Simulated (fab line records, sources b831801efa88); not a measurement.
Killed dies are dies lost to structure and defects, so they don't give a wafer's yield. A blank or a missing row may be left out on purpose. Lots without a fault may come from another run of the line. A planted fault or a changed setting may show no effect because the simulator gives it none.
Tool commonality check | flow sfq_line | 14 lots, 42 wafers sampled

WHY IT WAS OPENED
At SFQ_M0_RS_MEAS_904 the reading M0_NB_RS is flagged on 2 of 14 lots. Wafers without a fault read 0.887 ohm/sq, standard deviation 0.0088.
Rule: a lot is flagged when every wafer of it that has a number lies more than 4 standard deviations from that mean, or none has a number. The other lots count as sound.

lot  | measured     | on            | M0_NB_RS (ohm/sq), wafer by wafer | flag
L423 | day 8 02:26  | film_metro-01 | 0.877 0.886 0.885                 |
L425 | day 8 19:10  | film_metro-04 | 0.872 0.869 0.881                 |
L426 | day 9 01:08  | film_metro-01 | 0.883 0.885 0.886                 |
L427 | day 9 04:44  | film_metro-04 | 0.870 0.867 0.876                 |
L429 | day 9 23:19  | film_metro-01 | 0.891 0.890 0.891                 |
L430 | day 10 08:52 | film_metro-02 | 0.872 0.887 0.873                 |
L431 | day 10 13:44 | film_metro-02 | 0.880 0.880 0.878                 |
L432 | day 10 19:41 | film_metro-01 | 0.773 0.777 0.769                 | FLAGGED
L433 | day 10 23:17 | film_metro-02 | 0.895 0.892 0.901                 |
L434 | day 11 06:02 | film_metro-02 | 0.897 0.897 0.887                 |
L436 | day 11 19:02 | film_metro-01 | 0.888 0.886 0.884                 |
L438 | day 12 06:26 | film_metro-04 | 0.768 0.765 0.770                 | FLAGGED
L443 | day 14 08:30 | film_metro-02 | 0.893 0.891 0.893                 |
L444 | day 14 12:29 | film_metro-04 | 0.897 0.895 0.898                 |
The numbers of the flagged lots are 0.770 ohm/sq on average: -0.117 ohm/sq against the usual, or -13 standard deviations.

WHICH TOOL RAN EACH LOT
The record holds 1 process step before the reading, out of a route of 325 steps. In each cell: the tool, then ch and the chambers that the sampled wafers went through, then the start.
lot  | flag    | SFQ_TRILAYER_M0_DEP_SPUTTER_019
L423 |         | pvd_sputter-03, day 8 02:21
L425 |         | pvd_sputter-06, day 8 19:03
L426 |         | pvd_sputter-05, day 9 01:03
L427 |         | pvd_sputter-03, day 9 04:39
L429 |         | pvd_sputter-05, day 9 23:11
L430 |         | pvd_sputter-03, day 10 08:47
L431 |         | pvd_sputter-03, day 10 13:35
L432 | FLAGGED | pvd_sputter-03, day 10 19:36
L433 |         | pvd_sputter-06, day 10 23:11
L434 |         | pvd_sputter-06, day 11 05:57
L436 |         | pvd_sputter-05, day 11 18:56
L438 | FLAGGED | pvd_sputter-03, day 12 06:20
L443 |         | pvd_sputter-05, day 14 08:22
L444 |         | pvd_sputter-05, day 14 12:22
What these steps do:
- SFQ_TRILAYER_M0_DEP_SPUTTER_019: material Nb, target thk 200 nm, time 133.3 s.
- SFQ_M0_RS_MEAS_904: measures by four-point-probe.

FLAGGED OVER TOTAL, TOOL BY TOOL (the gauges that took the reading come last)
step                            | tool           | lots run | flagged | share of the flagged lots | sound lots run after its first flagged lot
SFQ_TRILAYER_M0_DEP_SPUTTER_019 | pvd_sputter-03 | 6        | 2       | all                       | 0
SFQ_TRILAYER_M0_DEP_SPUTTER_019 | pvd_sputter-05 | 5        | 0       | none                      | -
SFQ_TRILAYER_M0_DEP_SPUTTER_019 | pvd_sputter-06 | 3        | 0       | none                      | -
SFQ_M0_RS_MEAS_904              | film_metro-01  | 5        | 1       | some                      | 1 (L436)
SFQ_M0_RS_MEAS_904              | film_metro-02  | 5        | 0       | none                      | -
SFQ_M0_RS_MEAS_904              | film_metro-04  | 4        | 1       | some                      | 1 (L444)

WHAT THE TABLE ALLOWS
1 row of the table ran every flagged lot: pvd_sputter-03 at SFQ_TRILAYER_M0_DEP_SPUTTER_019.
- pvd_sputter-03 at SFQ_TRILAYER_M0_DEP_SPUTTER_019: 2 of its 6 lots flagged. Its last sound lot is L431 (day 10 13:35), its first flagged lot L432 (day 10 19:36): a fault that began between those two fits.
One tool is left: pvd_sputter-03 at SFQ_TRILAYER_M0_DEP_SPUTTER_019.

WHAT THE SIMULATOR HAD PUT IN
Process parameter drift: pvd_sputter-03, from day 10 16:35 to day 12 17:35, at SFQ_TRILAYER_M0_DEP_SPUTTER_019. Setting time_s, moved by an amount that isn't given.
Lots struck among those shown: L432, L438. The rule above found the same.
